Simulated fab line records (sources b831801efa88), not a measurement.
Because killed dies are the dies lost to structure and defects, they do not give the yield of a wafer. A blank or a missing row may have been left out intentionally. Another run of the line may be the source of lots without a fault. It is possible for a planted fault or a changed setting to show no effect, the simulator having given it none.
A struck lot beside a sound one | flow sky130 | 25 steps out of a route of 708
Sound: wafers L837.2, L837.3, L837.6. Wafers struck: L846.1, L846.4, L846.6. The cause is given at the end.
At each step with rows: each side's tool, then ch and its chambers, then its first start. Under that, the readings that differ: sound wafers | struck wafers | difference of the means | sigmas: that difference in standard deviations of wafers without a fault.
alike: readings whose means differ by less than 2 such deviations, and words and numbers that are the same on both sides. not compared: withheld readings, readings that some wafer has no value for, bounds like >300 that may hide the same value, and numbers for which the record gives no deviation and whose values overlap.
The two part at a step that has a row with sigmas, a row that says differs or no value, or rows on one side only. Non-overlapping numbers with no deviation appear without sigmas and do not part them. Lack of a reading on every wafer of one side parts them only where that side has two or more wafers.

SKY_POLY_CUT_ETCH_11: etches Si3N4 in CF4/CH2F2/Ar, stops on poly-Si, time 42.5 s, target depth 60 nm.
  sound on rie-diel-03 ch 0,2,3, day 26 10:16; struck on rie-diel-02 ch 0,1,2, day 29 16:34
  alike: drypump-motor-current-A, mfc-ar-sccm, oes-product-au, rf-fwd-power-W, throttle-valve-pct
  not compared: rf-hours-counter-h
SKY_POLY_CUT_STRIP_12: strips in O2/N2.
  sound on plasma-asher-04 ch 0,1, day 26 10:18; struck on plasma-asher-04 ch 0, day 29 16:37
  alike: chamber-pressure-mTorr, drypump-motor-current-A, oes-product-au, strip-time-to-endpoint-s
  not compared: rf-hours-counter-h
then, 7 steps without rows for these wafers: SKY_SD_P_DEHYDRATE_00 (time 60 s); SKY_SD_P_HMDS_01 (prime time 60 s); SKY_SD_P_COAT_02 (resist thk 1140 nm); SKY_SD_P_SOFTBAKE_03 (time 60 s); SKY_SD_P_EXPOSE_04 (exposes mask PSDM, target cd 380 nm); SKY_SD_P_PEB_05; SKY_SD_P_DEVELOP_06 (develop time 60 s).
SKY_SD_P_CD_MEAS_07: target cd 380 nm.
  sound on cd-sem-01, day 27 16:14; struck on cd-sem-01, day 30 21:40
  alike: cd-nm
SKY_SD_P_OVL_MEAS_08:
  sound on overlay-02, day 27 16:20; struck on overlay-01, day 30 21:47
  alike: SD_P_OVL
next, for these wafers, 1 step has no rows: SKY_SD_P_IMPLANT_09.
SKY_SD_P_STRIP_10: strips in O2/N2.
  sound on plasma-asher-04 ch 1, day 27 16:31; struck on plasma-asher-02 ch 0,1, day 30 21:58
  no value came back on the struck wafers for chamber-pressure-mTorr (mTorr), drypump-motor-current-A (A), oes-product-au (a.u.), strip-time-to-endpoint-s (s); on the sound wafers chamber-pressure-mTorr (mTorr) reads 1500.2 1499.1 1499.6
  reading                                   | sound | struck         | difference | sigmas
  model.NOVOLAK_of_SD_P_COAT_02.thk-nm (nm) | 0 0 0 | 1138 1141 1140 | +1140      |
  not compared: rf-hours-counter-h
SKY_SD_P_TW_MEAS_11:
  sound on film-metro-01, day 27 16:38; struck on film-metro-03, day 30 22:04
  alike: SD_P_TW
then, 8 steps without rows for these wafers: SKY_RES_XHIGH_DEHYDRATE_00 (time 60 s); SKY_RES_XHIGH_HMDS_01 (prime time 60 s); SKY_RES_XHIGH_COAT_02 (resist thk 1140 nm); SKY_RES_XHIGH_SOFTBAKE_03 (time 60 s); SKY_RES_XHIGH_EXPOSE_04 (exposes mask URPM, target cd 1270 nm); SKY_RES_XHIGH_PEB_05; SKY_RES_XHIGH_DEVELOP_06 (develop time 60 s); SKY_RES_XHIGH_IMPLANT_07.
SKY_RES_XHIGH_STRIP_08: strips in O2/N2.
  sound on plasma-asher-03 ch 0,1, day 28 21:59; struck on plasma-asher-04 ch 0,1, day 32 01:45
  reading                      | sound             | struck            | difference | sigmas
  strip-time-to-endpoint-s (s) | 14.22 14.22 14.23 | 31.37 31.34 31.35 | +17.13     | +99 or more
  alike: chamber-pressure-mTorr, drypump-motor-current-A, oes-product-au
  not compared: rf-hours-counter-h
SKY_RES_XHIGH_TW_MEAS_09:
  sound on film-metro-01, day 28 22:06; struck on film-metro-01, day 32 01:51
  reading      | sound          | struck   | difference | sigmas
  RES_XHIGH_TW | 1649 1643 1640 | 30 30 30 | -1614      | -99 or more
then, 1 step without rows for these wafers: SKY_SD_N_DEHYDRATE_00 (time 60 s).

## WHERE THEY PART
At SKY_SD_P_STRIP_10 first; at SKY_RES_XHIGH_TW_MEAS_09 last (within this record only).

WHY: whatever the simulator had introduced
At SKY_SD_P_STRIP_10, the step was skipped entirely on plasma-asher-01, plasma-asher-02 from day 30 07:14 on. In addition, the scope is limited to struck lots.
